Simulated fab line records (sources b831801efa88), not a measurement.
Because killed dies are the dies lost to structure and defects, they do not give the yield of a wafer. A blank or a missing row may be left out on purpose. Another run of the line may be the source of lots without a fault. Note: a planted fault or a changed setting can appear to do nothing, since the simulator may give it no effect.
fab line records    flow sky130
[record] lots = 5  wafers = 15  last-day = 50
route steps=708 shown VIA1@475 METAL2@483 PAD_OPEN@708
lots that met no fault: from a run of the same line without faults
start-h: hours from the record's first day to the start of the lot's first wafer shown    wait-h: time in hours since the lot's previous step    " unchanged from the row above    L1.1+2: one row covering several wafers at once    - either no value or no given start    * or withheld: withheld    < > ~ a bound
route shown NAME@n: names a module that has steps shown in the file, with the first one's number in the route    usual: average and standard deviation across the fault-free wafers    same: alike in all rows    chamber/n: place in a boat    sites: per-site readings    _std_site: standard deviation across them    _edge_site: inner sites' mean taken away from outer sites' mean    radius-mm: for every site, how far away it sits from the centre of the wafer    mask NAME#n: copy n    behind: the tool/chamber that last shaped the wafer    hold: the reason the lot was held/the length of the hold in hours/how it ended    device: names the non-switching transistor (n, p or np)    end of line: at the end of the route, the tests of the same wafers    step lacking rows: just its recipe    killed: at the first sort, the dies lost to defects and structure; wafer yield is something else    map: per-die view of a wafer (x killed, . not killed, _ where there is no die)
set.NAME: the setting that was run; set.NAME@STEP: the one run at that earlier step    model.NAME: the simulator's own value behind a step, which no gauge read
lots at some steps of the route; a table a step, a row a wafer
services: the hour from which a tool's chamber was out of use, counted from the record's first day as start-h (under 0 if before that day), plus the number of hours and why
[[steps]]
[step SKY_VIA1_STRIP_17]
[recipe] chemistry = post-etch-residue-remover  time-s = 1200  temp-c = 72.5
[step SKY_VIA1_CLEAN_18]
[recipe] chemistry = IPA  time-s = 180  temp-c = 25
[step SKY_VIA1_CLEAN_19]
[recipe] chemistry = O3/DIW  dry = n2-spin
[step SKY_VIA1_SPUTTER_20]
[recipe] material = TiN  target-thk-nm = 20  chamber-pressure-pa = 5  power-w = 4000  time-s = 80
[usual] throttle-valve-pct = 29.7/1.2
lot.wafer  tool            chamber  start-h  wait-h  throttle-valve-pct
L167.2     pvd-sputter-02  -        852.45   0.0     30.0
L167.5     "               -        "        "       27.5
L167.6     "               -        "        "       29.4
L169.2     pvd-sputter-02  -        875.46   0.0     31.4
L169.3     "               -        "        "       30.2
L169.5     "               -        "        "       29.1
L175.2     pvd-sputter-02  -        915.60   0.0     29.3
L175.3     "               -        "        "       29.9
L175.4     "               -        "        "       31.6
L178.1     pvd-sputter-02  -        937.79   0.0     27.3
L178.2     "               -        "        "       29.2
L178.4     "               -        "        "       29.9
L179.2     pvd-sputter-04  -        942.84   0.0     30.7
L179.3     "               -        "        "       28.8
L179.4     "               -        "        "       30.4
[step SKY_VIA1_CVD_21]
[recipe] material = W  target-thk-nm = 270  time-s = 80.902  temp-c = 400  pressure-torr = 40
[usual] heater-power-w = 909/71
lot.wafer  tool      chamber  start-h  wait-h  heater-power-w
L167.2     cvd-w-01  1        852.51   0.0     994
L167.5     "         1        "        "       988
L167.6     "         0        "        "       991
L169.2     cvd-w-01  0        875.52   0.0     982
L169.3     "         0        "        "       1002
L169.5     "         1        "        "       990
L175.2     cvd-w-02  1        915.66   0.0     924
L175.3     "         1        "        "       946
L175.4     "         0        "        "       814
L178.1     cvd-w-02  1        937.85   0.0     938
L178.2     "         0        "        "       803
L178.4     "         0        "        "       829
L179.2     cvd-w-01  0        942.90   0.0     952
L179.3     "         1        "        "       948
L179.4     "         0        "        "       958
[step SKY_VIA1_RS_MEAS_22]
[recipe] thk-meas-gauge = four-point-probe  reads = W_of_VIA1_CVD_21+TiN_of_VIA1_SPUTTER_20
[usual] VIA1_W_RS = 0.429/0.007
lot.wafer  tool           chamber  start-h  wait-h  VIA1_W_RS[ohm/sq]
L167.2     film-metro-04  -        852.62   0.1     0.417
L167.5     "              -        "        "       0.418
L167.6     "              -        "        "       0.437
L169.2     film-metro-03  -        875.63   0.1     0.437
L169.3     "              -        "        "       0.438
L169.5     "              -        "        "       0.417
L175.2     film-metro-01  -        915.77   0.1     0.433
L175.3     "              -        "        "       0.428
L175.4     "              -        "        "       0.431
L178.1     film-metro-04  -        937.94   0.1     0.430
L178.2     "              -        "        "       0.430
L178.4     "              -        "        "       0.428
L179.2     film-metro-03  -        943.01   0.1     0.428
L179.3     "              -        "        "       0.416
L179.4     "              -        "        "       0.430
[step SKY_VIA1_THK_MEAS_23]
[recipe] thk-meas-gauge = xrf  reads = W_of_VIA1_CVD_21
[usual] VIA1_W_THK = 267/4.5
lot.wafer  tool           chamber  start-h  wait-h  VIA1_W_THK[nm]
L167.2     film-metro-04  -        852.73   0.1     277
L167.5     "              -        "        "       275
L167.6     "              -        "        "       264
L169.2     film-metro-03  -        875.74   0.1     262
L169.3     "              -        "        "       262
L169.5     "              -        "        "       276
L175.2     film-metro-01  -        915.88   0.1     264
L175.3     "              -        "        "       268
L175.4     "              -        "        "       265
L178.1     film-metro-04  -        938.06   0.1     262
L178.2     "              -        "        "       262
L178.4     "              -        "        "       262
L179.2     film-metro-03  -        943.12   0.1     266
L179.3     "              -        "        "       273
L179.4     "              -        "        "       265
[step SKY_VIA1_CMP_24]
[recipe] stop-on = SiO2  t-overpolish-s = 15  down-force-psi = 3.5  platen-rpm = 60  target-thk-nm = 0  pad-velocity-m-s = 0.94248
[step SKY_METAL2_SPUTTER_00]
[recipe] material = Ti  target-thk-nm = 15  power-w = 3000  time-s = 10  chamber-pressure-pa = 0.4
[step SKY_METAL2_SPUTTER_01]
[recipe] material = TiN  target-thk-nm = 20  power-w = 6500  time-s = 16.7  chamber-pressure-pa = 0.4
[usual] throttle-valve-pct = 29.9/1.2
lot.wafer  tool            chamber  start-h  wait-h  throttle-valve-pct
L167.2     pvd-sputter-03  -        853.10   0.0     31.5
L167.5     "               -        "        "       28.8
L167.6     "               -        "        "       30.0
L169.2     pvd-sputter-04  -        876.11   0.0     28.9
L169.3     "               -        "        "       30.9
L169.5     "               -        "        "       29.8
L175.2     pvd-sputter-04  -        916.25   0.0     29.0
L175.3     "               -        "        "       30.5
L175.4     "               -        "        "       29.6
L178.1     pvd-sputter-03  -        938.61   0.0     31.4
L178.2     "               -        "        "       29.8
L178.4     "               -        "        "       30.2
L179.2     pvd-sputter-02  -        943.50   0.0     31.3
L179.3     "               -        "        "       29.2
L179.4     "               -        "        "       30.1
[step SKY_METAL2_SPUTTER_02]
[recipe] material = AlCu  target-thk-nm = 250  power-w = 10600  time-s = 13.3  chamber-pressure-pa = 0.4
[step SKY_METAL2_SPUTTER_03]
[recipe] material = Ti  target-thk-nm = 5  power-w = 3000  time-s = 3.3  chamber-pressure-pa = 0.4
[usual] throttle-valve-pct = 29.9/1.2
lot.wafer  tool            chamber  start-h  wait-h  throttle-valve-pct
L167.2     pvd-sputter-03  -        853.15   0.0     31.4
L167.5     "               -        "        "       28.6
L167.6     "               -        "        "       29.7
L169.2     pvd-sputter-04  -        876.16   0.0     28.8
L169.3     "               -        "        "       30.7
L169.5     "               -        "        "       29.4
L175.2     pvd-sputter-04  -        916.30   0.0     29.0
L175.3     "               -        "        "       30.7
L175.4     "               -        "        "       30.0
L178.1     pvd-sputter-03  -        938.66   0.0     31.3
L178.2     "               -        "        "       30.3
L178.4     "               -        "        "       30.0
L179.2     pvd-sputter-02  -        943.55   0.0     31.5
L179.3     "               -        "        "       29.2
L179.4     "               -        "        "       29.9
[step SKY_METAL2_SPUTTER_04]
[recipe] material = TiN  target-thk-nm = 70  power-w = 6500  time-s = 58.3  chamber-pressure-pa = 0.4
[usual] throttle-valve-pct = 29.9/1.2
lot.wafer  tool            chamber  start-h  wait-h  throttle-valve-pct  model.TiN_of_METAL2_SPUTTER_04.thk-nm
L167.2     pvd-sputter-03  -        853.17   0.0     31.4                71.15
L167.5     "               -        "        "       28.7                70.53
L167.6     "               -        "        "       30.0                71.05
L169.2     pvd-sputter-04  -        876.18   0.0     28.8                69.63
L169.3     "               -        "        "       30.5                70.02
L169.5     "               -        "        "       30.1                69.36
L175.2     pvd-sputter-04  -        916.32   0.0     28.7                70.5
L175.3     "               -        "        "       30.6                70.09
L175.4     "               -        "        "       29.9                70.04
L178.1     pvd-sputter-03  -        938.67   0.0     31.6                70.76
L178.2     "               -        "        "       30.0                21.03
L178.4     "               -        "        "       30.0                21.91
L179.2     pvd-sputter-02  -        943.56   0.0     31.5                70.06
L179.3     "               -        "        "       29.1                69.16
L179.4     "               -        "        "       30.2                69.39
[step SKY_METAL2_RS_MEAS_05]
[recipe] thk-meas-gauge = four-point-probe  reads = TiN_of_METAL2_SPUTTER_04+Ti_of_METAL2_SPUTTER_03+AlCu_of_METAL2_SPUTTER_02+TiN_of_METAL2_SPUTTER_01+Ti_of_METAL2_SPUTTER_00
[usual] METAL2_ALCU_RS = 0.1268/0.0016
lot.wafer  tool           chamber  start-h  wait-h  METAL2_ALCU_RS[ohm/sq]
L167.2     film-metro-04  -        853.24   0.0     0.1256
L167.5     "              -        "        "       0.1262
L167.6     "              -        "        "       0.1294
L169.2     film-metro-02  -        876.25   0.0     0.1254
L169.3     "              -        "        "       0.1255
L169.5     "              -        "        "       0.1239
L175.2     film-metro-02  -        916.39   0.0     0.1242
L175.3     "              -        "        "       0.1250
L175.4     "              -        "        "       0.1233
L178.1     film-metro-04  -        938.72   0.0     0.1242
L178.2     "              -        "        "       0.1269
L178.4     "              -        "        "       0.1270
L179.2     film-metro-04  -        943.63   0.0     0.1263
L179.3     "              -        "        "       0.1260
L179.4     "              -        "        "       0.1251
[step SKY_METAL2_THK_MEAS_06]
[recipe] thk-meas-gauge = xrf  reads = AlCu_of_METAL2_SPUTTER_02
[usual] METAL2_ALCU_THK = 246/3.4
lot.wafer  tool           chamber  start-h  wait-h  METAL2_ALCU_THK[nm]
L167.2     film-metro-04  -        853.35   0.1     248
L167.5     "              -        "        "       247
L167.6     "              -        "        "       240
L169.2     film-metro-02  -        876.36   0.1     249
L169.3     "              -        "        "       249
L169.5     "              -        "        "       252
L175.2     film-metro-02  -        916.50   0.1     251
L175.3     "              -        "        "       250
L175.4     "              -        "        "       252
L178.1     film-metro-04  -        938.84   0.1     251
L178.2     "              -        "        "       273
L178.4     "              -        "        "       271
L179.2     film-metro-04  -        943.74   0.1     248
L179.3     "              -        "        "       248
L179.4     "              -        "        "       249
[step SKY_METAL2_DEHYDRATE_07]
[recipe] temp-c = 200  time-s = 60
[step SKY_METAL2_HMDS_08]
[recipe] prime-time-s = 60  prime-temp-c = 120
[step SKY_METAL2_COAT_09]
[recipe] resist = BARC  temp-c = withheld  time-s = withheld  spin-rpm = 3000  resist-thk-nm = 60
[step SKY_METAL2_COAT_10]
[recipe] resist = KrF-thick  spin-rpm = 3000  resist-thk-nm = 450
[step SKY_METAL2_SOFTBAKE_11]
[recipe] temp-c = 100.4  time-s = 90  resist = KrF-thick
[step SKY_METAL2_EXPOSE_12]
[recipe] mask-id = MM2  na = 0.8  source-shape = annular  sigma-inner = 0.55  sigma-outer = 0.85  target-cd-nm = 140  dose-mj = 28
[step SKY_METAL2_PEB_13]
[recipe] peb-temp-c = withheld  peb-time-s = withheld  resist = KrF-thick
[step SKY_METAL2_DEVELOP_14]
[recipe] develop-time-s = 60  resist = KrF-thick  dev-temp-c = 21
[step SKY_METAL2_CD_MEAS_15]
[recipe] target-cd-nm = 140
[usual] cd-nm = 140.6/1.7
lot.wafer  tool       chamber  start-h  wait-h  cd-nm
L167.2     cd-sem-02  -        880.21   -       138.7
L167.5     "          -        "        "       137.2
L167.6     "          -        "        "       139.4
L169.2     cd-sem-01  -        902.31   -       143.0
L169.3     "          -        "        "       141.9
L169.5     "          -        "        "       142.2
L175.2     cd-sem-02  -        941.67   -       140.1
L175.3     "          -        "        "       141.2
L175.4     "          -        "        "       140.4
L178.1     cd-sem-01  -        963.00   -       138.7
L178.2     "          -        "        "       138.4
L178.4     "          -        "        "       137.9
L179.2     cd-sem-01  -        968.62   -       142.0
L179.3     "          -        "        "       141.8
L179.4     "          -        "        "       142.4
[step SKY_METAL2_OVL_MEAS_16]
[usual] METAL2_OVL = 4/6.1
lot.wafer  tool        chamber  start-h  wait-h  METAL2_OVL[nm]
L167.2     overlay-02  -        880.32   0.1     16
L167.5     "           -        "        "       7
L167.6     "           -        "        "       15
L169.2     overlay-02  -        902.42   0.1     1
L169.3     "           -        "        "       4
L169.5     "           -        "        "       7
L175.2     overlay-01  -        941.78   0.1     -9
L175.3     "           -        "        "       -7
L175.4     "           -        "        "       -5
L178.1     overlay-02  -        963.12   0.1     13
L178.2     "           -        "        "       5
L178.4     "           -        "        "       14
L179.2     overlay-01  -        968.73   0.1     -4
L179.3     "           -        "        "       -4
L179.4     "           -        "        "       3
[step SKY_METAL2_DESCUM_17]
[recipe] chemistry = O2  source-power-w = 150  bias-power-w = 0  pressure-mtorr = 10  temp-c = 40  time-s = 8
[usual] drypump-motor-current-A = 5.5/0.42  oes-product-au = 1.000/0.0087
lot.wafer  tool          chamber  start-h  wait-h  drypump-motor-current-A  oes-product-au  rf-hours-counter-h
L167.2     rie-metal-01  1        880.35   0.0     5.9                      1.002           4
L167.5     "             0        "        "       5.1                      1.007           -
L167.6     "             1        "        "       5.9                      0.990           -
L169.2     rie-metal-02  1        902.46   0.0     5.8                      0.997           -
L169.3     "             1        "        "       5.8                      0.990           -
L169.5     "             1        "        "       5.8                      0.995           -
L175.2     rie-metal-02  0        941.81   0.0     5.0                      1.009           2
L175.3     "             0        "        "       5.0                      1.009           -
L175.4     "             1        "        "       5.8                      0.993           -
L178.1     rie-metal-02  0        963.16   0.0     5.0                      1.008           3
L178.2     "             1        "        "       5.8                      0.998           5
L178.4     "             0        "        "       5.0                      0.999           -
L179.2     rie-metal-01  1        968.76   0.0     5.9                      0.998           8
L179.3     "             1        "        "       5.9                      0.989           -
L179.4     "             0        "        "       5.1                      1.007           -
[step SKY_METAL2_ETCH_18]
[recipe] chemistry = N2/H2  target = BARC  ion-energy-ev = 200  bias-w = 100  pressure-mtorr = 30  n2-flow-sccm = 100  h2-flow-sccm = 200  icp-w = 500  stop-on = SiO2  time-s = 45.9  target-depth-a = 600
[step SKY_METAL2_METAL_ETCH_19]
[recipe] target-depth-a = 3600  stop-on = SiO2  over-etch-frac = 0.3  time-s = 78  chemistry = Cl2/BCl3  resist-sidewall-deg = 88  pressure-mtorr = 10  icp-w = 900  bias-w = 48.5  Cl2_flow_sccm = 60  bcl3-flow-sccm = 30
[usual] bias-w = 48.48/0.14  drypump-motor-current-A = 5.4/0.42  mfc-cl2-sccm = 59.96/0.17  oes-product-au = 0.854/0.006  throttle-valve-pct = 22.263/0.0092
lot.wafer  tool          chamber  start-h  wait-h  bias-w  drypump-motor-current-A  mfc-cl2-sccm  oes-product-au  rf-hours-counter-h  throttle-valve-pct
L167.2     rie-metal-01  1        880.44   0.0     48.63   5.9                      59.95         0.855           5                   22.277
L167.5     "             0        "        "       48.47   5.1                      60.12         0.855           -                   22.279
L167.6     "             1        "        "       48.47   5.9                      60.15         0.850           -                   22.279
L169.2     rie-metal-02  1        902.67   0.1     48.66   5.8                      60.03         0.852           -                   22.251
L169.3     "             1        "        "       48.68   5.8                      59.98         0.859           -                   22.277
L169.5     "             1        "        "       48.59   5.8                      60.12         0.874           -                   22.272
L175.2     rie-metal-02  0        941.90   0.0     48.32   4.9                      60.22         0.855           2                   22.262
L175.3     "             0        "        "       48.26   5.0                      60.27         0.865           -                   22.278
L175.4     "             1        "        "       48.40   5.8                      59.79         0.860           -                   22.283
L178.1     rie-metal-02  0        963.25   0.0     48.28   5.0                      59.94         0.857           3                   22.253
L178.2     "             1        "        "       48.30   5.8                      60.02         0.823           5                   22.253
L178.4     "             0        "        "       48.38   5.0                      59.96         0.824           -                   22.265
L179.2     rie-metal-01  1        968.85   0.0     48.18   5.9                      59.98         0.857           8                   22.244
L179.3     "             1        "        "       48.34   5.9                      60.25         0.849           -                   22.279
L179.4     "             0        "        "       48.47   5.1                      60.09         0.847           -                   22.274
[step SKY_METAL2_STRIP_20]
[recipe] chemistry = O2/N2  power-w = 1400  pressure-mtorr = 1500  platen-temp-c = withheld  o2-flow-sccm = 3000  n2-flow-sccm = 300  overash-fraction = 0.5
[step SKY_METAL2_STRIP_21]
[recipe] chemistry = post-etch-residue-remover  time-s = 1200  temp-c = 72.5
lot.wafer  tool          chamber  start-h  wait-h  model.TiN_of_METAL2_SPUTTER_04.thk-nm
L167.2     wet-bench-03  2        880.63   0.1     70.73
L167.5     "             2        "        "       70.11
L167.6     "             2        "        "       70.63
L169.2     wet-bench-02  1        902.92   0.1     69.21
L169.3     "             1        "        "       69.6
L169.5     "             1        "        "       68.94
L175.2     wet-bench-04  3        942.09   0.1     70.08
L175.3     "             3        "        "       69.67
L175.4     "             3        "        "       69.62
L178.1     wet-bench-04  3        963.44   0.1     70.34
L178.2     "             3        "        "       20.61
L178.4     "             3        "        "       21.49
L179.2     wet-bench-04  0        969.04   0.1     69.65
L179.3     "             0        "        "       68.74
L179.4     "             0        "        "       68.97
[step SKY_METAL2_CLEAN_22]
[recipe] chemistry = IPA  time-s = 180  temp-c = 25
[step SKY_PAD_OPEN_PROBE_99]
[usual] defect-limited-yield = 82.5/1.6  killed_at_M0_to_M3 = 43/6.6  killed_at_M4_up = 3.4/1.8  killed-at-contacts = 24/5.7  killed-at-front-end = 15/4.2  killed-at-other = 0.3/0.58  killed-dies = 86/8  killed-open = 46/7.2  killed-short = 39/5.8  sort_bin_3_pad_short = 0.9/0.41  sort_bin_5_function = 10.3/1.2  sort_bin_6_memory = 6.3/1.1  sort-n-pass = 406/8  sort-yield-pct = 82.5/1.6
[same] gross-dies = 492  killed-at-back-side = 0  sort_bin_4_leakage[%] = 0  sort_bin_8_speed[%] = 0
lot.wafer  tool       chamber  start-h  wait-h  defect-limited-yield[%]  killed_at_M0_to_M3  killed_at_M4_up  killed-at-contacts  killed-at-front-end  killed-at-other  killed-dies  killed-open  killed-short  sort_bin_3_pad_short[%]  sort_bin_5_function[%]  sort_bin_6_memory[%]  sort-n-pass  sort-yield-pct[%]  model.etest.via2-chain.rc-ohm
L167.2     prober-02  -        1124.93  0.1     82.1                     44                  1                30                  13                   0                88           51           37            0.6                      10.2                    7.1                   404          82.1               11.28
L167.5     prober-02  -        1125.08  0.2     83.3                     56                  1                17                  8                    0                82           45           37            0.6                      9.1                     6.9                   410          83.3               10.48
L167.6     prober-02  -        1125.13  0.2     82.1                     44                  5                24                  15                   0                88           49           39            1.6                      9.3                     6.9                   404          82.1               10.35
L169.2     prober-02  -        1142.10  0.1     80.5                     44                  4                34                  14                   0                96           51           45            1.0                      11.0                    7.5                   396          80.5               9.637
L169.3     prober-02  -        1142.15  0.2     85.4                     43                  3                13                  13                   0                72           34           37            1.0                      9.1                     4.5                   420          85.4               9.472
L169.5     prober-02  -        1142.25  0.2     78.7                     41                  5                36                  23                   0                105          61           43            0.6                      13.6                    7.1                   387          78.7               9.657
L175.2     prober-01  -        1172.67  0.1     86.2                     36                  4                18                  10                   0                68           29           39            0.8                      8.7                     4.3                   424          86.2               9.667
L175.3     prober-01  -        1172.72  0.2     85.4                     40                  4                15                  12                   1                72           32           40            1.0                      7.7                     5.9                   420          85.4               10.49
L175.4     prober-01  -        1172.77  0.2     83.3                     41                  2                22                  17                   0                82           43           39            0.6                      9.8                     6.3                   410          83.3               9.805
L178.1     prober-01  -        1185.88  0.1     82.9                     47                  5                21                  10                   1                84           43           41            0.8                      9.1                     7.1                   408          82.9               10.24
L178.2     prober-01  -        1185.93  0.1     86.0                     30                  2                21                  15                   1                69           36           33            0.4                      8.7                     4.9                   423          86.0               8.57
L178.4     prober-01  -        1186.03  0.2     83.3                     33                  3                24                  21                   1                82           48           33            1.2                      9.6                     5.9                   410          83.3               8.155
L179.2     prober-01  -        1192.08  0.1     78.9                     54                  5                24                  21                   0                104          51           53            0.8                      12.4                    7.9                   388          78.9               10.52
L179.3     prober-01  -        1192.13  0.2     82.9                     49                  4                17                  14                   0                84           45           38            1.2                      10.0                    5.9                   408          82.9               9.481
L179.4     prober-01  -        1192.18  0.2     82.3                     44                  4                24                  15                   0                87           54           33            1.4                      10.2                    6.1                   405          82.3               9.167
// killed by level:class
L167.2 VIA1:geometric-particle:open=12 CONTACT:geometric-particle:short=9 CONTACT:geometric-particle:open=9 VIA2:geometric-particle:open=8 LI_CONTACT:geometric-particle:open=7 VIA1:geometric-particle:short=5 METAL2:geometric-particle:short=5 FIELD_ISO:geometric-particle:open=3
L167.5 VIA2:geometric-particle:open=11 VIA1:geometric-particle:open=10 VIA3:geometric-particle:open=10 FIELD_ISO:geometric-particle:short=6 VIA3:geometric-particle:short=5 CONTACT:geometric-particle:open=5 METAL2:geometric-particle:short=5 LOCAL_INTERCONNECT:geometric-particle:short=4
L167.6 VIA1:geometric-particle:open=10 METAL2:geometric-particle:short=9 LI_CONTACT:geometric-particle:open=8 VIA2:geometric-particle:open=8 CONTACT:geometric-particle:open=6 METAL1:geometric-particle:short=6 VIA1:geometric-particle:short=5 FIELD_ISO:geometric-particle:short=4
L169.2 LI_CONTACT:geometric-particle:open=11 CONTACT:geometric-particle:open=9 VIA1:geometric-particle:open=9 METAL2:geometric-particle:short=7 VIA3:geometric-particle:open=6 CONTACT:geometric-particle:short=6 LI_CONTACT:geometric-particle:short=5 VIA3:geometric-particle:short=5
L169.3 VIA1:geometric-particle:open=9 LI_CONTACT:geometric-particle:open=6 VIA3:geometric-particle:open=6 VIA2:geometric-particle:open=5 METAL1:geometric-particle:short=5 METAL2:geometric-particle:short=5 VIA2:geometric-particle:short=5 LOCAL_INTERCONNECT:geometric-particle:short=4
L169.5 CONTACT:geometric-particle:open=14 LI_CONTACT:geometric-particle:open=9 CONTACT:geometric-particle:short=8 FIELD_ISO:geometric-particle:open=7 VIA2:geometric-particle:open=7 VIA1:geometric-particle:open=6 VIA3:geometric-particle:open=6 FIELD_ISO:geometric-particle:short=5
L175.2 VIA1:geometric-particle:open=9 METAL2:geometric-particle:short=7 VIA2:geometric-particle:short=7 CONTACT:geometric-particle:open=6 LI_CONTACT:geometric-particle:open=5 METAL1:geometric-particle:short=4 METAL4:geometric-particle:short=4 FIELD_ISO:geometric-particle:short=3
L175.3 METAL1:geometric-particle:short=10 VIA1:geometric-particle:open=7 POLY_GATE:geometric-particle:short=5 LI_CONTACT:geometric-particle:open=5 CONTACT:geometric-particle:open=5 VIA2:geometric-particle:open=5 METAL3:geometric-particle:short=4 METAL4:geometric-particle:short=4
L175.4 VIA2:geometric-particle:open=10 VIA1:geometric-particle:open=9 METAL1:geometric-particle:short=6 LOCAL_INTERCONNECT:geometric-particle:short=6 CONTACT:geometric-particle:open=6 FIELD_ISO:geometric-particle:short=5 FIELD_ISO:geometric-particle:open=5 POLY_GATE:geometric-particle:short=4
L178.1 VIA3:geometric-particle:open=9 VIA1:geometric-particle:short=9 VIA2:geometric-particle:open=9 LI_CONTACT:geometric-particle:open=6 CONTACT:geometric-particle:open=6 VIA1:geometric-particle:open=6 LI_CONTACT:geometric-particle:short=5 METAL2:geometric-particle:short=5
L178.2 LI_CONTACT:geometric-particle:open=7 METAL2:geometric-particle:short=6 CONTACT:geometric-particle:open=6 METAL1:geometric-particle:short=5 FIELD_ISO:geometric-particle:open=4 FIELD_ISO:geometric-particle:short=4 VIA1:geometric-particle:open=4 POLY_GATE:geometric-particle:short=3
L178.4 VIA1:geometric-particle:open=11 CONTACT:geometric-particle:open=9 POLY_GATE:geometric-particle:short=6 LI_CONTACT:geometric-particle:open=6 VIA3:geometric-particle:open=6 POLY_GATE:geometric-particle:open=5 VIA2:geometric-particle:open=5 LI_CONTACT:geometric-particle:short=4
L179.2 VIA1:geometric-particle:open=14 CONTACT:geometric-particle:short=8 VIA1:geometric-particle:short=8 FIELD_ISO:geometric-particle:open=7 VIA3:geometric-particle:open=7 FIELD_ISO:geometric-particle:short=6 VIA2:geometric-particle:open=6 LOCAL_INTERCONNECT:geometric-particle:short=6
L179.3 CONTACT:geometric-particle:open=8 VIA1:geometric-particle:open=8 METAL2:geometric-particle:short=8 VIA2:geometric-particle:open=8 VIA1:geometric-particle:short=6 VIA3:geometric-particle:open=6 FIELD_ISO:geometric-particle:open=4 VIA3:geometric-particle:short=4
L179.4 VIA1:geometric-particle:open=17 VIA2:geometric-particle:open=8 LI_CONTACT:geometric-particle:open=7 POLY_GATE:geometric-particle:open=6 CONTACT:geometric-particle:open=6 FIELD_ISO:geometric-particle:short=4 METAL3:geometric-particle:short=4 METAL4:geometric-particle:short=4
[[services]]
tool            chamber  start-h  hours  kind
rie-metal-02    1        858.24   -      clean
rie-metal-02    1        858.24   14.6   scheduled-down
rie-metal-02    1        858.24   14.6   vent-cycle
rie-metal-02    0        890.15   -      clean
rie-metal-02    0        890.15   17.9   scheduled-down
rie-metal-02    0        890.15   17.9   vent-cycle
cvd-w-01        -        904.00   14.0   pm
cvd-w-01        0        904.00   14.0   vent-cycle
cvd-w-01        1        904.00   14.0   vent-cycle
cvd-w-01        0        918.00   -      clean
cvd-w-01        1        918.00   -      clean
pvd-sputter-04  -        927.69   6.7    repair
cvd-w-01        -        944.92   0.8    repair
pvd-sputter-04  -        950.27   2.5    repair
pvd-sputter-04  -        960.25   0.5    repair
cvd-w-01        -        966.15   2.8    pm
[[key]]
[first-sign] step = SKY_METAL2_THK_MEAS_06  reading = METAL2_ALCU_THK  direction = up  sigmas = 7.5  usual = 246  struck = 272
[effect] step = SKY_METAL2_METAL_ETCH_19  reading = oes-product-au  direction = down  sigmas = 5.2  usual = 0.854  struck = 0.823
[model-effect] step = SKY_METAL2_SPUTTER_04  value = TiN_of_METAL2_SPUTTER_04.thk-nm  without = 70.24  struck = 21.47
[model-effect] step = SKY_METAL2_STRIP_21  value = TiN_of_METAL2_SPUTTER_04.thk-nm  without = 69.82  struck = 21.05
[model-effect] step = SKY_PAD_OPEN_PROBE_99  value = etest.via2-chain.rc-ohm  without = 9.692  struck = 8.363
met-at SKY_METAL2_SPUTTER_04
struck-wafers L178.2,L178.4
onset-between 853.17 938.67
[fault] kind = process-parameter-drift  tool = pvd-sputter-03  chamber = -  onset-h = 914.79  steps = SKY_METAL2_SPUTTER_04  channel = target-thk-nm  offset = -48.77  shape = step  end-h = 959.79  scope = struck-wafers-only  acts-in = these-recipes-only  stated = 70
